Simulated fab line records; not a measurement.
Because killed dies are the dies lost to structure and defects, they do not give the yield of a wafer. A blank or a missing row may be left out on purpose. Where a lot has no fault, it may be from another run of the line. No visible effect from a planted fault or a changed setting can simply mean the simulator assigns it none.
Problem report, 8D (eight disciplines) form, completed by code ; flow sky130 ; the parts of the form that need people (team, actions taken, sign-off) are left out

== 1. PROBLEM STATEMENT ==
Across 6 wafers from 3 lots, CONTACT_HDPCVD_THK at SKY_CONTACT_THK_MEAS_03 averages 845 nm, while fault-free wafers read 567 nm with a standard deviation of 5.9. Relative to the usual mean, that is a shift of +47 standard deviations.
First seen on wafer L168.3, day 35 20:18, on film-metro-02. The record has a number at this step for 19 wafers belonging to 7 lots. By rule, "out" or "out of limits" means more than 4 standard deviations away from the usual mean. The rest of the wafers with a number are treated as sound.

== 2. WHAT IT IS, AND WHAT IT ISN'T ==
question;is;is not
which readings at this step;CONTACT_HDPCVD_THK;-
which lots;L168, L171, L172;L155, L157, L162, L164
which wafers of those lots;L168.3, L168.4, L171.3, L171.4, L172.3, L172.4;L172.1
read on which gauges;film-metro-02;film-metro-04
when;from day 35 20:18;"up to then (12 sound wafers); but 1 sound wafer of L172 came after"

== 3. WHAT RULES OUT EACH SUSPECT ==
Counting: a tool at a process step up to the reading stays a suspect if it ran every lot that is out. Sound lots after the first of them don't rule it out here, since some wafers of a struck lot are sound.
- the gauge at SKY_CONTACT_THK_MEAS_03 has been ruled out. All the wafers that are out were read on film-metro-02, but those of them that SKY_CONTACT_CMP_04 has rows for are out there too, on other tools.
- hdpcvd-01 at SKY_CONTACT_HDPCVD_02 (deposits SiO2, target thk 565 nm, time 94.2 s): kept. It ran every lot that is out, first L168 (day 35 20:13); its last sound lot up to then is L164 (day 34 06:37).
- Within hdpcvd-01 at SKY_CONTACT_HDPCVD_02: the wafers that are out ran in chambers 0, 2; their sound lot-mates ran in chamber 1.
Left after counting: hdpcvd-01 at SKY_CONTACT_HDPCVD_02.

== 4. THE CAUSE (what the simulator had put in) ==
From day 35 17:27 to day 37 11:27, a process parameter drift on hdpcvd-01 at SKY_CONTACT_HDPCVD_02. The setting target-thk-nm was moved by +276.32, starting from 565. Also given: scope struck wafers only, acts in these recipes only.
After counting, this tool was the only one left.

== 5. SEQUENCE OF EFFECTS, ordered by route ==
Rows list readings where the struck wafers' mean (over those with a number) sits beyond 3 standard deviations from the usual. Readings are gone through only where the record gives a usual standard deviation; hours: the median, over the lots, of the time from a lot's start at the first step in this table giving one to that lot's start at this step; sigmas: the change measured in usual standard deviations.
hours;step;reading;usual;on struck wafers;change;sigmas
0;SKY_CONTACT_THK_MEAS_03;CONTACT_HDPCVD_THK;567 nm;845;+278;+47
0;SKY_CONTACT_CMP_04;time-to-endpoint-s;83 s;190;+107;+22
The process steps in it:
- SKY_CONTACT_CMP_04: polishes SiO2.
At these later measuring or inspecting steps, every struck wafer for which the step has a row has a number for every such reading, and none has moved that far: SKY_CONTACT_BOW_MEAS_05.

== 6. WHAT WOULD HAVE CAUGHT IT SOONER ==
3 hours passed between the start of the fault at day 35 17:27 and the first reading out of limits at a measuring or inspecting step in this record, taken at day 35 20:18.
Among the 3 lots that are out, L171, L172 began SKY_CONTACT_HDPCVD_02 on hdpcvd-01 after day 35 20:18. A hold on the tool at that time would have spared those 2.
